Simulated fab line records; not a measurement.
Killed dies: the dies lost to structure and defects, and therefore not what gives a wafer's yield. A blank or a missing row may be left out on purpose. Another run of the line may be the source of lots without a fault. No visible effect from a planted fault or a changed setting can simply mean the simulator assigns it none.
Which of the tools did it? || flow sky130 || Sampling: 11 lots, 33 wafers, 3 of 708 route steps

WHAT EACH GAUGE READ, for each wafer
SKY_LI_CONTACT_THK_MEAS_01.
{"lot": "L543", "measured": "day 28 05:01", "on": "film metro-03", "LI_CONTACT_HDPCVD_THK (nm)": "938 942 938"}
{"lot": "L544", "measured": "day 28 14:53", "on": "film metro-01", "LI_CONTACT_HDPCVD_THK (nm)": "1004 992 1000"}
{"lot": "L546", "measured": "day 29 05:37", "on": "film metro-02", "LI_CONTACT_HDPCVD_THK (nm)": "1008 1003 1001"}
{"lot": "L554", "measured": "day 32 00:43", "on": "film metro-01", "LI_CONTACT_HDPCVD_THK (nm)": "942 942 941"}
{"lot": "L555", "measured": "day 32 19:19", "on": "film metro-02", "LI_CONTACT_HDPCVD_THK (nm)": "948 941 951"}
{"lot": "L558", "measured": "day 33 04:19", "on": "film metro-02", "LI_CONTACT_HDPCVD_THK (nm)": "943 951 956"}
{"lot": "L559", "measured": "day 33 08:33", "on": "film metro-03", "LI_CONTACT_HDPCVD_THK (nm)": "951 938 946"}
{"lot": "L560", "measured": "day 33 19:34", "on": "film metro-03", "LI_CONTACT_HDPCVD_THK (nm)": "935 944 934"}
{"lot": "L562", "measured": "day 34 13:41", "on": "film metro-03", "LI_CONTACT_HDPCVD_THK (nm)": "946 952 947"}
{"lot": "L563", "measured": "day 34 16:19", "on": "film metro-01", "LI_CONTACT_HDPCVD_THK (nm)": "942 948 947"}
{"lot": "L564", "measured": "day 35 00:17", "on": "film metro-03", "LI_CONTACT_HDPCVD_THK (nm)": "934 935 943"}

TOOL THAT RAN EACH LOT (tool first, then ch and the chambers of the sampled wafers, then the start)
{"lot": "L543", "SKY_LDD_LDN_STRIP_12": "plasma asher-01 ch 0,1, day 23 04:02", "SKY_LI_CONTACT_HDPCVD_00": "hdpcvd-01 ch 0,1,2, day 28 04:55"}
{"lot": "L544", "SKY_LDD_LDN_STRIP_12": "plasma asher-04 ch 0,1, day 23 16:29", "SKY_LI_CONTACT_HDPCVD_00": "hdpcvd-01 ch 0,1, day 28 14:46"}
{"lot": "L546", "SKY_LDD_LDN_STRIP_12": "plasma asher-01 ch 0,1, day 24 08:11", "SKY_LI_CONTACT_HDPCVD_00": "hdpcvd-01 ch 1,2, day 29 05:31"}
{"lot": "L554", "SKY_LDD_LDN_STRIP_12": "plasma asher-02 ch 0, day 27 08:35", "SKY_LI_CONTACT_HDPCVD_00": "hdpcvd-01 ch 0,1, day 32 00:37"}
{"lot": "L555", "SKY_LDD_LDN_STRIP_12": "plasma asher-02 ch 0,1, day 27 22:23", "SKY_LI_CONTACT_HDPCVD_00": "hdpcvd-02 ch 1,2, day 32 19:13"}
{"lot": "L558", "SKY_LDD_LDN_STRIP_12": "plasma asher-04 ch 0,1, day 28 10:56", "SKY_LI_CONTACT_HDPCVD_00": "hdpcvd-02 ch 1,2, day 33 04:13"}
{"lot": "L559", "SKY_LDD_LDN_STRIP_12": "plasma asher-02 ch 0,1, day 28 14:31", "SKY_LI_CONTACT_HDPCVD_00": "hdpcvd-01 ch 0,1,2, day 33 08:28"}
{"lot": "L560", "SKY_LDD_LDN_STRIP_12": "plasma asher-02 ch 0,1, day 29 02:23", "SKY_LI_CONTACT_HDPCVD_00": "hdpcvd-01 ch 0,2, day 33 19:28"}
{"lot": "L562", "SKY_LDD_LDN_STRIP_12": "plasma asher-01 ch 0,1, day 29 22:32", "SKY_LI_CONTACT_HDPCVD_00": "hdpcvd-01 ch 0,1,2, day 34 13:34"}
{"lot": "L563", "SKY_LDD_LDN_STRIP_12": "plasma asher-02 ch 0,1, day 30 02:17", "SKY_LI_CONTACT_HDPCVD_00": "hdpcvd-02 ch 0,2, day 34 16:13"}
{"lot": "L564", "SKY_LDD_LDN_STRIP_12": "plasma asher-02 ch 0,1, day 30 08:23", "SKY_LI_CONTACT_HDPCVD_00": "hdpcvd-01 ch 0,2, day 35 00:10"}
- SKY_LDD_LDN_STRIP_12: strips in O2/N2.
- SKY_LI_CONTACT_HDPCVD_00: deposits PSG, target thk 930 nm, time 155 s.

THE ANSWER, worked out from the rows above alone
Rule: usual is defined by the lots themselves. Put in order of their means at a reading, lots are off if they are a third of the lots or fewer, leave a main group of 4 or more, and stand apart from it by a gap of 3 or more times the standard deviation of the main group's means; of several such gaps the widest counts. A main group whose means are all the same, to the digits that the tables above print for the reading, isn't used. Also off: a lot with no number at a reading for which 4 or more lots have one. Any other lot the step has rows for is counted as sound.
Off: L544, L546, seen at SKY_LI_CONTACT_THK_MEAS_01 (LI_CONTACT_HDPCVD_THK). Main group: mean 944 nm, sd 4.4.
A tool fits if, at a process step before that reading, it ran every lot that is off, and no sound lot after the first of them. The gauges at SKY_LI_CONTACT_THK_MEAS_01 are tried like those tools. None of those tried fits.

WHAT HAD BEEN PUT IN BY THE SIMULATOR
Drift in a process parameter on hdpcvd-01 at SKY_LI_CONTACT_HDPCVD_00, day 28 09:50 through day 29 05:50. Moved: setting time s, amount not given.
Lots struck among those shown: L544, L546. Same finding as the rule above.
